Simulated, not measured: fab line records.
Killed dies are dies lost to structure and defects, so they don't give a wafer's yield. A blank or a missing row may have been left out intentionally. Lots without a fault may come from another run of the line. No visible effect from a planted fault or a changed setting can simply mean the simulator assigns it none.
fab line records    flow sky130
record lots=24  wafers=72  lastDay=50
route steps=708 shown GATE_OXIDE@200 RES_PROTECT@215 SPACER@306 LI_CONTACT@363 METAL1@451
lots untouched by any fault: they come from a run of this same line in which no faults occurred
startH: hours from the record's opening day to when the first of the lot's shown wafers began    waitH: time in hours since the lot's previous step    " identical to the entry in the row above    L1.1+2: several wafers, shown together as one row    - value missing, or start not given    * or withheld: withheld    < > ~ a bound
route shown NAME@n: names a module that has steps shown in the file, with the first one's number in the route    usual: mean/standard deviation taken from wafers without a fault    same: alike in all rows    chamber/n: place in a boat    sites: the reading at each site    _std_site: their standard deviation    _edge_site: inner sites' mean taken away from outer sites' mean    radiusMm: how far each site lies from the wafer's centre    mask NAME#n: copy n    behind: the most recent tool/chamber to have shaped the wafer    hold: reason for holding the lot/hours on hold/outcome of the hold    device: names the non-switching transistor (n, p or np)    end of line: the same wafers' tests at the end of the route    for a step that has no rows: nothing shown but its recipe    killed: at the first sort, the dies lost to defects and structure; wafer yield is something else    map: a wafer's dies, x killed, . not, _ none there
set.NAME: the run value of the setting; set.NAME@STEP: its run value at that earlier step    model.NAME: the simulator's own value behind a step, which no gauge read
the route's steps for a sample of lots (tables are steps, rows are wafers)
services: the hour from which a tool's chamber was out of use, counted from the record's first day as startH (under 0 if before that day), plus the number of hours and why
## steps
# step SKY_GATE_OXIDE_STRIP_13
# recipe chemistry=O2/N2  powerW=1400  pressureMtorr=1500  platenTempC=withheld  o2FlowSccm=3000  n2FlowSccm=300  overashFraction=0.5
# usual drypumpMotorCurrentA=5.7/0.38  oesProductAu=0.715/0.0042  stripTimeToEndpointS=14.18/0.033
lot.wafer  tool            chamber  startH  waitH  drypumpMotorCurrentA  oesProductAu  rfHoursCounterH  stripTimeToEndpointS
L074.1     plasmaAsher-04  0        327.05  0.0    5.3                   0.711         61               14.17
L074.2     "               1        "       "      5.7                   0.712         61               14.19
L074.4     "               0        "       "      5.4                   0.717         -                14.16
L076.2     plasmaAsher-02  1        331.76  0.0    5.2                   0.723         66               14.21
L076.3     "               0        "       "      6.4                   0.709         -                14.17
L076.5     "               0        "       "      6.4                   0.708         -                14.16
L075.3     plasmaAsher-04  0        332.10  0.0    5.3                   0.710         -                14.20
L075.4     "               1        "       "      5.6                   0.714         -                14.25
L075.5     "               1        "       "      5.6                   0.714         -                14.18
L077.1     plasmaAsher-03  1        348.63  0.0    5.7                   0.714         53               14.24
L077.4     "               0        "       "      6.0                   0.715         -                14.20
L077.5     "               1        "       "      5.7                   0.722         -                14.21
L078.2     plasmaAsher-02  0        351.60  0.0    6.4                   0.716         68               14.18
L078.3     "               1        "       "      5.2                   0.716         -                14.22
L078.4     "               0        "       "      6.4                   0.703         -                14.15
L079.3     plasmaAsher-03  1        362.65  0.0    5.7                   0.709         -                14.24
L079.4     "               0        "       "      6.0                   0.712         -                14.20
L079.5     "               1        "       "      5.7                   0.711         -                14.17
L080.1     plasmaAsher-04  0        366.10  0.0    5.3                   0.718         65               14.18
L080.4     "               0        "       "      5.3                   0.710         -                14.16
L080.5     "               1        "       "      5.6                   0.713         -                14.16
L081.1     plasmaAsher-02  1        371.68  0.0    5.2                   0.720         70               14.21
L081.2     "               0        "       "      6.4                   0.723         70               14.16
L081.3     "               1        "       "      5.2                   0.715         -                14.18
L082.2     plasmaAsher-03  1        383.45  0.0    5.7                   0.716         57               14.20
L082.4     "               1        "       "      5.7                   0.714         -                14.23
L082.6     "               0        "       "      6.0                   0.715         -                14.20
L083.1     plasmaAsher-03  1        387.39  0.0    5.7                   0.712         57               14.12
L083.3     "               0        "       "      6.0                   0.714         -                14.19
L083.5     "               0        "       "      6.0                   0.721         -                14.19
L084.1     plasmaAsher-04  0        397.94  0.0    5.3                   0.714         68               14.18
L084.4     "               0        "       "      5.3                   0.714         -                14.19
L084.6     "               0        "       "      5.3                   0.718         -                14.19
L085.1     plasmaAsher-02  1        409.29  0.0    5.2                   0.715         73               14.17
L085.3     "               1        "       "      5.3                   0.720         -                14.25
L085.5     "               0        "       "      6.4                   0.717         -                14.22
L086.3     plasmaAsher-03  0        413.27  0.0    6.0                   0.715         -                14.19
L086.4     "               1        "       "      5.7                   0.711         -                14.12
L086.5     "               1        "       "      5.7                   0.716         -                14.11
L087.2     plasmaAsher-04  0        429.24  0.0    5.3                   0.711         71               14.19
L087.3     "               0        "       "      5.3                   0.713         -                14.15
L087.5     "               0        "       "      5.3                   0.719         -                14.16
L088.1     plasmaAsher-04  1        433.49  0.0    5.6                   0.722         72               14.19
L088.4     "               0        "       "      5.3                   0.713         -                14.16
L088.6     "               1        "       "      5.7                   0.716         -                14.20
L089.1     plasmaAsher-02  1        439.60  0.0    5.2                   0.717         1                14.14
L089.3     "               0        "       "      6.4                   0.717         -                14.17
L089.6     "               0        "       "      6.4                   0.730         -                14.20
L090.2     plasmaAsher-03  0        443.63  0.0    6.0                   0.719         63               14.12
L090.4     "               0        "       "      6.0                   0.711         -                14.15
L090.5     "               1        "       "      5.7                   0.714         -                14.16
L091.1     plasmaAsher-02  1        452.35  0.0    5.2                   0.718         2                14.15
L091.2     "               0        "       "      6.4                   0.723         2                14.12
L091.4     "               1        "       "      5.2                   0.715         -                14.14
L092.1     plasmaAsher-02  0        460.14  0.0    6.4                   0.715         3                14.14
L092.2     "               1        "       "      5.2                   0.718         3                14.15
L092.3     "               1        "       "      5.2                   0.709         -                14.13
L093.2     plasmaAsher-03  1        471.15  0.0    5.7                   0.714         64               14.14
L093.3     "               1        "       "      5.7                   0.722         -                14.21
L093.4     "               0        "       "      6.0                   0.719         -                14.15
L094.2     plasmaAsher-03  1        475.80  0.0    5.7                   0.717         64               14.21
L094.5     "               1        "       "      5.7                   0.720         -                14.23
L094.6     "               0        "       "      5.9                   0.715         -                14.19
L095.1     plasmaAsher-03  0        488.05  0.0    6.0                   0.714         66               14.18
L095.3     "               1        "       "      5.7                   0.714         -                14.17
L095.4     "               0        "       "      6.0                   0.715         -                14.18
L096.4     plasmaAsher-03  0        501.72  0.0    6.0                   0.721         -                14.16
L096.5     "               1        "       "      5.7                   0.715         -                14.14
L096.6     "               0        "       "      6.0                   0.712         -                14.18
L097.1     plasmaAsher-02  0        506.83  0.0    6.4                   0.718         8                14.18
L097.3     "               0        "       "      6.4                   0.713         -                14.24
L097.4     "               1        "       "      5.2                   0.714         -                14.23
# step SKY_RES_PROTECT_TW_MEAS_08
# usual POLY_GATE_TW=4046/40
lot.wafer  tool          chamber  startH  waitH  POLY_GATE_TW
L074.1     filmMetro-02  -        358.92  0.1    4001
L074.2     "             -        "       "      4000
L074.4     "             -        "       "      4000
L075.3     filmMetro-04  -        363.85  0.1    4038
L075.4     "             -        "       "      4041
L075.5     "             -        "       "      4045
L076.2     filmMetro-02  -        364.14  0.1    3972
L076.3     "             -        "       "      3970
L076.5     "             -        "       "      3981
L077.1     filmMetro-01  -        379.85  0.1    4039
L077.4     "             -        "       "      4057
L077.5     "             -        "       "      4031
L078.2     filmMetro-01  -        386.93  0.1    4037
L078.3     "             -        "       "      4027
L078.4     "             -        "       "      4036
L079.3     filmMetro-01  -        394.90  0.1    4053
L079.4     "             -        "       "      4046
L079.5     "             -        "       "      4066
L080.1     filmMetro-01  -        398.27  0.1    4105
L080.4     "             -        "       "      4064
L080.5     "             -        "       "      4065
L081.1     filmMetro-01  -        403.55  0.1    4064
L081.2     "             -        "       "      4053
L081.3     "             -        "       "      4065
L082.2     filmMetro-01  -        418.31  0.1    4078
L082.4     "             -        "       "      4055
L082.6     "             -        "       "      4050
L083.1     filmMetro-01  -        422.35  0.1    4079
L083.3     "             -        "       "      4072
L083.5     "             -        "       "      4077
L084.1     filmMetro-01  -        432.23  0.1    4092
L084.4     "             -        "       "      4060
L084.6     "             -        "       "      4086
L085.1     filmMetro-01  -        443.61  0.1    4071
L085.3     "             -        "       "      4064
L085.5     "             -        "       "      4061
L086.3     filmMetro-01  -        450.32  0.1    4065
L086.4     "             -        "       "      4051
L086.5     "             -        "       "      4032
L087.2     filmMetro-04  -        463.67  0.1    4064
L087.3     "             -        "       "      4073
L087.5     "             -        "       "      4038
L088.1     filmMetro-04  -        467.25  0.1    4054
L088.4     "             -        "       "      4047
L088.6     "             -        "       "      4060
L089.1     filmMetro-04  -        474.86  0.1    4024
L089.3     "             -        "       "      4053
L089.6     "             -        "       "      4053
L090.2     filmMetro-02  -        478.24  0.1    3968
L090.4     "             -        "       "      3945
L090.5     "             -        "       "      3951
L091.1     filmMetro-01  -        487.11  0.1    4056
L091.2     "             -        "       "      4069
L091.4     "             -        "       "      4052
L092.1     filmMetro-02  -        494.08  0.1    3998
L092.2     "             -        "       "      4033
L092.3     "             -        "       "      4021
L093.2     filmMetro-04  -        505.31  0.1    4098
L093.3     "             -        "       "      4124
L093.4     "             -        "       "      4096
L094.2     filmMetro-04  -        509.62  0.1    4090
L094.5     "             -        "       "      4097
L094.6     "             -        "       "      4102
L095.1     filmMetro-04  -        521.60  0.1    4083
L095.3     "             -        "       "      4093
L095.4     "             -        "       "      4087
L096.4     filmMetro-01  -        535.33  0.1    4059
L096.5     "             -        "       "      4042
L096.6     "             -        "       "      4032
L097.1     filmMetro-02  -        540.36  0.1    3937
L097.3     "             -        "       "      3971
L097.4     "             -        "       "      3964
# step SKY_SPACER_ETCHBACK_02
# recipe chemistry=CH3F/O2  target=Si3N4  stopOn=SiO2  sourceW=400  biasW=80  pressureMtorr=25  ch3fFlowSccm=40  O2_flow_sccm=30  timeS=46.7  targetDepthA=450
# usual drypumpMotorCurrentA=5.5/0.49  oesProductAu=0.853/0.0059  throttleValvePct=10.562/0.0098
lot.wafer  tool        chamber  startH  waitH  drypumpMotorCurrentA  oesProductAu  rfHoursCounterH  throttleValvePct
L074.1     rieDiel-02  0        549.58  0.1    5.2                   0.849         46               10.553
L074.2     "           3        "       "      6.0                   0.851         4                10.556
L074.4     "           1        "       "      5.4                   0.845         80               10.536
L075.3     rieDiel-04  3        556.42  0.0    5.0                   0.853         14               10.578
L075.4     "           1        "       "      5.0                   0.861         6                10.551
L075.5     "           0        "       "      5.5                   0.856         -                10.566
L076.2     rieDiel-02  3        556.42  0.0    6.0                   0.855         4                10.564
L076.3     "           1        "       "      5.4                   0.859         80               10.544
L076.5     "           2        "       "      5.0                   0.851         -                10.572
L077.1     rieDiel-02  0        571.35  0.1    5.2                   0.851         46               10.561
L077.4     "           2        "       "      5.0                   0.859         -                10.560
L077.5     "           0        "       "      5.2                   0.851         -                10.570
L078.2     rieDiel-01  1        578.78  0.0    6.6                   0.860         3                10.567
L078.3     "           3        "       "      6.3                   0.856         6                10.571
L078.4     "           2        "       "      5.6                   0.862         7                10.570
L079.3     rieDiel-01  2        583.61  0.0    5.6                   0.842         7                10.565
L079.4     "           3        "       "      6.3                   0.853         6                10.578
L079.5     "           3        "       "      6.3                   0.845         -                10.553
L080.1     rieDiel-02  2        589.09  0.1    5.0                   0.864         13               10.559
L080.4     "           0        "       "      5.2                   0.856         47               10.568
L080.5     "           2        "       "      5.0                   0.853         -                10.572
L081.1     rieDiel-02  2        595.05  0.1    5.0                   0.857         13               10.564
L081.2     "           0        "       "      5.2                   0.859         47               10.537
L081.3     "           1        "       "      5.4                   0.857         0                10.565
L082.2     rieDiel-04  3        609.91  0.0    5.0                   0.855         15               10.560
L082.4     "           1        "       "      5.0                   0.855         7                10.558
L082.6     "           1        "       "      5.0                   0.852         -                10.577
L083.1     rieDiel-04  1        612.48  0.1    5.0                   0.860         7                10.572
L083.3     "           3        "       "      5.0                   0.859         15               10.581
L083.5     "           3        "       "      5.0                   0.857         -                10.579
L084.1     rieDiel-02  3        622.96  0.1    6.0                   0.848         6                10.553
L084.4     "           2        "       "      5.0                   0.850         -                10.552
L084.6     "           3        "       "      6.0                   0.854         -                10.562
L085.1     rieDiel-04  1        631.74  0.1    5.0                   0.842         7                10.570
L085.3     "           2        "       "      5.4                   0.843         10               10.555
L085.5     "           2        "       "      5.4                   0.836         -                10.568
L086.3     rieDiel-02  3        637.47  0.0    6.1                   0.856         6                10.565
L086.4     "           2        "       "      4.9                   0.855         14               10.551
L086.5     "           3        "       "      6.1                   0.848         -                10.569
L087.2     rieDiel-01  0        650.16  0.0    5.4                   0.859         3                10.572
L087.3     "           2        "       "      5.6                   0.854         8                10.559
L087.5     "           2        "       "      5.6                   0.854         -                10.564
L088.1     rieDiel-01  0        654.08  0.1    5.4                   0.846         3                10.556
L088.4     "           2        "       "      5.6                   0.858         8                10.549
L088.6     "           1        "       "      6.5                   0.853         -                10.563
L089.1     rieDiel-01  0        662.24  0.1    5.4                   0.849         3                10.566
L089.3     "           1        "       "      6.5                   0.861         4                10.552
L089.6     "           0        "       "      5.4                   0.857         -                10.561
L090.2     rieDiel-02  1        663.49  0.0    5.4                   0.860         2                10.566
L090.4     "           3        "       "      6.1                   0.845         7                10.572
L090.5     "           1        "       "      5.4                   0.850         -                10.561
L091.1     rieDiel-04  1        670.26  0.1    5.0                   0.861         8                10.560
L091.2     "           0        "       "      5.4                   0.847         37               10.562
L091.4     "           2        "       "      5.4                   0.858         11               10.567
L092.1     rieDiel-01  0        677.80  0.1    5.4                   0.844         4                10.568
L092.2     "           2        "       "      5.6                   0.857         9                10.572
L092.3     "           1        "       "      6.5                   0.856         5                10.583
L093.2     rieDiel-02  1        689.48  0.0    5.4                   0.840         3                10.561
L093.3     "           2        "       "      5.0                   0.847         15               10.538
L093.4     "           0        "       "      5.2                   0.847         49               10.549
L094.2     rieDiel-01  2        693.12  0.0    5.6                   0.852         9                10.566
L094.5     "           2        "       "      5.6                   0.854         -                10.554
L094.6     "           1        "       "      6.5                   0.862         -                10.558
L095.1     rieDiel-02  3        704.53  0.1    6.1                   0.852         8                10.551
L095.3     "           0        "       "      5.2                   0.848         50               10.568
L095.4     "           1        "       "      5.4                   0.856         3                10.553
L096.4     rieDiel-04  2        714.79  0.0    5.4                   0.860         12               10.567
L096.5     "           1        "       "      5.0                   0.858         -                10.555
L096.6     "           2        "       "      5.4                   0.857         -                10.561
L097.1     rieDiel-02  3        721.65  0.1    6.1                   0.858         8                10.557
L097.3     "           2        "       "      5.0                   0.851         16               10.559
L097.4     "           1        "       "      5.4                   0.850         3                10.558
# step SKY_LI_CONTACT_THK_MEAS_01
# recipe reads=PSG_of_LI_CONTACT_HDPCVD_00
# usual LI_CONTACT_HDPCVD_THK=932/10
lot.wafer  tool          chamber  startH  waitH  LI_CONTACT_HDPCVD_THK[nm]
L074.1     filmMetro-02  -        668.05  0.1    926
L074.2     "             -        "       "      938
L074.4     "             -        "       "      941
L076.2     filmMetro-02  -        675.29  0.1    923
L076.3     "             -        "       "      926
L076.5     "             -        "       "      910
L075.3     filmMetro-03  -        676.09  0.1    931
L075.4     "             -        "       "      936
L075.5     "             -        "       "      932
L077.1     filmMetro-01  -        688.82  0.1    934
L077.4     "             -        "       "      953
L077.5     "             -        "       "      943
L078.2     filmMetro-02  -        694.42  0.1    930
L078.3     "             -        "       "      922
L078.4     "             -        "       "      934
L079.3     filmMetro-02  -        698.72  0.1    927
L079.4     "             -        "       "      933
L079.5     "             -        "       "      939
L080.1     filmMetro-02  -        705.80  0.1    934
L080.4     "             -        "       "      935
L080.5     "             -        "       "      936
L081.1     filmMetro-01  -        710.09  0.1    933
L081.2     "             -        "       "      950
L081.3     "             -        "       "      946
L082.2     filmMetro-03  -        724.58  0.1    950
L082.4     "             -        "       "      948
L082.6     "             -        "       "      948
L083.1     filmMetro-01  -        727.33  0.1    943
L083.3     "             -        "       "      933
L083.5     "             -        "       "      942
L084.1     filmMetro-02  -        736.89  0.1    940
L084.4     "             -        "       "      928
L084.6     "             -        "       "      933
L085.1     filmMetro-01  -        745.22  0.1    922
L085.3     "             -        "       "      927
L085.5     "             -        "       "      917
L086.3     filmMetro-01  -        751.59  0.1    935
L086.4     "             -        "       "      923
L086.5     "             -        "       "      932
L087.2     filmMetro-01  -        764.95  0.1    947
L087.3     "             -        "       "      933
L087.5     "             -        "       "      945
L088.1     filmMetro-03  -        766.47  0.1    940
L088.4     "             -        "       "      919
L088.6     "             -        "       "      923
L089.1     filmMetro-02  -        774.35  0.1    923
L089.3     "             -        "       "      910
L089.6     "             -        "       "      910
L090.2     filmMetro-03  -        776.21  0.1    937
L090.4     "             -        "       "      941
L090.5     "             -        "       "      935
L091.1     filmMetro-01  -        781.72  0.1    929
L091.2     "             -        "       "      932
L091.4     "             -        "       "      927
L092.1     filmMetro-02  -        788.48  0.1    920
L092.2     "             -        "       "      910
L092.3     "             -        "       "      923
L093.2     filmMetro-01  -        801.05  0.1    942
L093.3     "             -        "       "      940
L093.4     "             -        "       "      932
L094.2     filmMetro-03  -        805.01  0.1    923
L094.5     "             -        "       "      941
L094.6     "             -        "       "      929
L095.1     filmMetro-03  -        814.50  0.1    930
L095.3     "             -        "       "      935
L095.4     "             -        "       "      919
L096.4     filmMetro-03  -        824.43  0.0    936
L096.5     "             -        "       "      935
L096.6     "             -        "       "      923
L097.1     filmMetro-03  -        831.33  0.1    940
L097.3     "             -        "       "      934
L097.4     "             -        "       "      935
# step SKY_LI_CONTACT_ETCH_14
# recipe chemistry=N2/H2  target=BARC  ionEnergyEv=200  sourceW=500  biasW=100  pressureMtorr=30  n2FlowSccm=100  h2FlowSccm=200  stopOn=SiO2  timeS=45.9  targetDepthA=600
# usual drypumpMotorCurrentA=5.6/0.45  oesProductAu=0.854/0.0047  throttleValvePct=13.224/0.0093
lot.wafer  tool        chamber  startH  waitH  drypumpMotorCurrentA  oesProductAu  rfHoursCounterH  throttleValvePct
L074.1     rieDiel-03  1        696.26  0.0    5.7                   0.857         14               13.227
L074.2     "           2        "       "      5.3                   0.854         3                13.227
L074.4     "           0        "       "      5.9                   0.855         -                13.221
L076.2     rieDiel-04  0        704.07  0.0    5.4                   0.853         38               13.218
L076.3     "           3        "       "      5.0                   0.852         17               13.221
L076.5     "           1        "       "      5.0                   0.856         -                13.228
L075.3     rieDiel-01  2        704.86  0.0    5.6                   0.860         9                13.248
L075.4     "           3        "       "      6.3                   0.859         9                13.235
L075.5     "           3        "       "      6.3                   0.854         -                13.216
L077.1     rieDiel-03  0        716.77  0.0    5.9                   0.859         16               13.221
L077.4     "           2        "       "      5.3                   0.856         3                13.219
L077.5     "           0        "       "      5.9                   0.859         -                13.213
L078.2     rieDiel-01  3        723.05  0.0    6.3                   0.854         9                13.211
L078.3     "           1        "       "      6.6                   0.849         6                13.231
L078.4     "           1        "       "      6.5                   0.859         -                13.219
L079.3     rieDiel-01  1        727.22  0.0    6.6                   0.856         6                13.219
L079.4     "           1        "       "      6.6                   0.854         -                13.216
L079.5     "           0        "       "      5.4                   0.858         -                13.243
L080.1     rieDiel-03  2        734.20  0.0    5.3                   0.850         4                13.221
L080.4     "           1        "       "      5.7                   0.854         15               13.224
L080.5     "           0        "       "      5.9                   0.848         -                13.203
L081.1     rieDiel-01  1        738.67  0.0    6.5                   0.851         6                13.225
L081.2     "           0        "       "      5.4                   0.859         6                13.228
L081.3     "           3        "       "      6.3                   0.849         10               13.230
L082.2     rieDiel-03  2        752.67  0.0    5.3                   0.861         4                13.228
L082.4     "           0        "       "      5.9                   0.858         17               13.233
L082.6     "           2        "       "      5.3                   0.866         -                13.225
L083.1     rieDiel-01  0        756.17  0.0    5.4                   0.851         6                13.233
L083.3     "           2        "       "      5.6                   0.848         10               13.221
L083.5     "           2        "       "      5.6                   0.856         -                13.223
L084.1     rieDiel-04  0        764.96  0.0    5.5                   0.855         39               13.214
L084.4     "           1        "       "      5.0                   0.857         9                13.223
L084.6     "           2        "       "      5.4                   0.860         -                13.219
L085.1     rieDiel-04  1        773.11  0.0    5.0                   0.851         10               13.218
L085.3     "           3        "       "      5.0                   0.861         18               13.229
L085.5     "           2        "       "      5.4                   0.845         -                13.215
L086.3     rieDiel-03  0        779.20  0.0    5.9                   0.852         18               13.227
L086.4     "           1        "       "      5.7                   0.848         17               13.217
L086.5     "           3        "       "      5.6                   0.857         -                13.226
L087.2     rieDiel-04  3        792.86  0.0    5.0                   0.861         18               13.212
L087.3     "           0        "       "      5.5                   0.861         0                13.224
L087.5     "           1        "       "      5.0                   0.862         -                13.209
L088.1     rieDiel-03  1        793.63  0.0    5.7                   0.853         17               13.234
L088.4     "           2        "       "      5.3                   0.863         6                13.224
L088.6     "           1        "       "      5.7                   0.850         -                13.212
L089.1     rieDiel-03  2        801.55  0.0    5.3                   0.849         6                13.218
L089.3     "           0        "       "      5.9                   0.849         19               13.227
L089.6     "           3        "       "      5.7                   0.847         -                13.223
L090.2     rieDiel-01  2        804.06  0.0    5.6                   0.854         11               13.232
L090.4     "           0        "       "      5.4                   0.855         7                13.228
L090.5     "           0        "       "      5.4                   0.854         -                13.225
L091.1     rieDiel-03  0        808.97  0.0    5.9                   0.865         19               13.232
L091.2     "           3        "       "      5.6                   0.854         15               13.230
L091.4     "           3        "       "      5.6                   0.860         -                13.230
L092.1     rieDiel-01  0        815.37  0.0    5.4                   0.857         8                13.219
L092.2     "           3        "       "      6.3                   0.860         12               13.210
L092.3     "           1        "       "      6.5                   0.857         8                13.231
L093.2     rieDiel-03  3        827.82  0.0    5.7                   0.853         16               13.235
L093.3     "           0        "       "      5.9                   0.850         20               13.218
L093.4     "           2        "       "      5.3                   0.863         7                13.221
L094.2     rieDiel-01  2        832.35  0.0    5.6                   0.849         12               13.229
L094.5     "           1        "       "      6.5                   0.857         -                13.229
L094.6     "           2        "       "      5.6                   0.861         -                13.212
L095.1     rieDiel-04  0        841.30  0.0    5.4                   0.859         1                13.215
L095.3     "           3        "       "      5.0                   0.856         19               13.220
L095.4     "           2        "       "      5.4                   0.844         14               13.227
L096.4     rieDiel-04  0        851.06  0.0    5.5                   0.849         1                13.214
L096.5     "           1        "       "      5.1                   0.856         -                13.213
L096.6     "           2        "       "      5.4                   0.849         -                13.232
L097.1     rieDiel-04  3        858.31  0.0    5.0                   0.856         20               13.236
L097.3     "           1        "       "      5.0                   0.849         12               13.209
L097.4     "           0        "       "      5.5                   0.851         2                13.227
# step SKY_METAL1_DESCUM_17
# recipe chemistry=O2  sourcePowerW=150  biasPowerW=0  pressureMtorr=10  tempC=40  timeS=8
# usual drypumpMotorCurrentA=5.9/0.49  oesProductAu=0.997/0.0064
lot.wafer  tool         chamber  startH  waitH  drypumpMotorCurrentA  oesProductAu  rfHoursCounterH
L074.1     rieMetal-01  0        783.37  0.0    5.9                   1.004         3
L074.2     "            1        "       "      6.1                   0.997         8
L074.4     "            1        "       "      6.1                   0.994         -
L076.2     rieMetal-02  0        791.42  0.0    5.2                   0.990         12
L076.3     "            1        "       "      6.5                   1.000         -
L076.5     "            1        "       "      6.5                   0.994         -
L075.3     rieMetal-01  1        792.91  0.0    6.1                   0.988         -
L075.4     "            0        "       "      5.9                   1.000         -
L075.5     "            1        "       "      6.1                   0.995         -
L077.1     rieMetal-01  1        804.64  0.0    6.1                   0.986         9
L077.4     "            0        "       "      5.9                   1.000         -
L077.5     "            0        "       "      5.9                   1.002         -
L078.2     rieMetal-02  0        808.02  0.0    5.2                   0.986         12
L078.3     "            1        "       "      6.6                   0.988         -
L078.4     "            0        "       "      5.2                   0.997         -
L079.3     rieMetal-02  0        813.71  0.0    5.2                   1.002         -
L079.4     "            0        "       "      5.2                   0.999         -
L079.5     "            0        "       "      5.2                   0.997         -
L080.1     rieMetal-01  1        818.75  0.0    6.1                   1.003         9
L080.4     "            1        "       "      6.1                   0.990         -
L080.5     "            1        "       "      6.1                   0.993         -
L081.1     rieMetal-02  0        825.72  0.0    5.2                   0.997         13
L081.2     "            0        "       "      5.2                   0.994         -
L081.3     "            0        "       "      5.2                   0.991         -
L082.2     rieMetal-02  1        837.40  0.0    6.5                   0.993         0
L082.4     "            0        "       "      5.2                   1.002         -
L082.6     "            0        "       "      5.3                   0.990         -
L083.1     rieMetal-03  0        840.97  0.0    5.4                   0.994         4
L083.3     "            1        "       "      6.2                   0.999         -
L083.5     "            0        "       "      5.4                   0.990         -
L084.1     rieMetal-02  0        849.34  0.0    5.2                   0.996         14
L084.4     "            1        "       "      6.6                   0.994         -
L084.6     "            0        "       "      5.2                   0.998         -
L085.1     rieMetal-01  0        857.35  0.0    5.9                   0.998         6
L085.3     "            0        "       "      5.9                   1.001         -
L085.5     "            0        "       "      5.9                   0.995         -
L086.3     rieMetal-03  1        862.22  0.0    6.2                   1.001         -
L086.4     "            1        "       "      6.2                   1.001         -
L086.5     "            1        "       "      6.2                   0.988         -
L087.2     rieMetal-01  1        874.87  0.0    6.1                   0.993         11
L087.3     "            0        "       "      6.0                   1.004         -
L087.5     "            1        "       "      6.1                   1.005         -
L088.1     rieMetal-03  1        876.64  0.0    6.2                   1.008         2
L088.4     "            0        "       "      5.4                   0.996         -
L088.6     "            0        "       "      5.4                   0.988         -
L089.1     rieMetal-03  1        885.10  0.0    6.2                   0.996         2
L089.3     "            1        "       "      6.2                   1.002         -
L089.6     "            1        "       "      6.2                   0.997         -
L090.2     rieMetal-01  0        886.35  0.0    5.9                   0.994         7
L090.4     "            0        "       "      5.9                   0.992         -
L090.5     "            0        "       "      5.9                   1.002         -
L091.1     rieMetal-02  1        891.49  0.0    6.6                   0.991         2
L091.2     "            1        "       "      6.6                   1.000         -
L091.4     "            1        "       "      6.6                   1.005         -
L092.1     rieMetal-03  0        897.05  0.0    5.4                   0.998         6
L092.2     "            1        "       "      6.2                   1.011         3
L092.3     "            1        "       "      6.1                   0.998         -
L093.2     rieMetal-03  0        909.39  0.0    5.4                   0.983         7
L093.3     "            0        "       "      5.4                   0.995         -
L093.4     "            1        "       "      6.2                   0.980         -
L094.2     rieMetal-02  0        914.02  0.0    5.2                   0.992         0
L094.5     "            1        "       "      6.6                   1.001         -
L094.6     "            0        "       "      5.2                   0.997         -
L095.1     rieMetal-03  1        921.92  0.0    6.2                   0.995         4
L095.3     "            1        "       "      6.2                   1.000         -
L095.4     "            0        "       "      5.4                   0.993         -
L096.4     rieMetal-02  0        931.38  0.0    5.2                   1.003         -
L096.5     "            1        "       "      6.6                   1.016         -
L096.6     "            0        "       "      5.2                   1.001         -
L097.1     rieMetal-02  1        938.87  0.0    6.5                   1.001         4
L097.3     "            1        "       "      6.6                   1.007         -
L097.4     "            0        "       "      5.2                   1.009         -
## services
tool        chamber  startH  hours  kind
rieDiel-01  2        303.95  5.3    repair
rieDiel-04  1        309.32  40.5   repair
rieDiel-02  0        313.55  1.3    repair
rieDiel-02  2        367.96  6.8    repair
rieDiel-02  3        370.12  2.6    repair
rieDiel-02  1        375.08  4.1    repair
rieDiel-02  3        432.99  1.4    repair
rieDiel-01  1        447.51  2.0    repair
rieDiel-01  -        448.89  0.1    repair
rieDiel-02  1        451.05  4.2    repair
rieDiel-04  2        470.17  2.0    repair
rieDiel-01  2        515.57  1.4    repair
rieDiel-02  0        519.13  2.7    repair
rieDiel-04  1        579.41  11.3   repair
rieDiel-04  0        589.00  3.1    repair
rieDiel-04  2        589.19  2.9    repair
rieDiel-01  -        643.56  1.5    repair
rieDiel-01  2        666.78  6.8    repair
rieDiel-04  1        693.23  6.8    repair
rieDiel-01  2        715.25  30.0   repair
rieDiel-01  1        751.32  9.9    repair
rieDiel-04  -        755.61  4.3    pm
rieDiel-01  -        773.80  15.6   pm
rieDiel-04  3        926.03  2.5    repair
## key
fault none
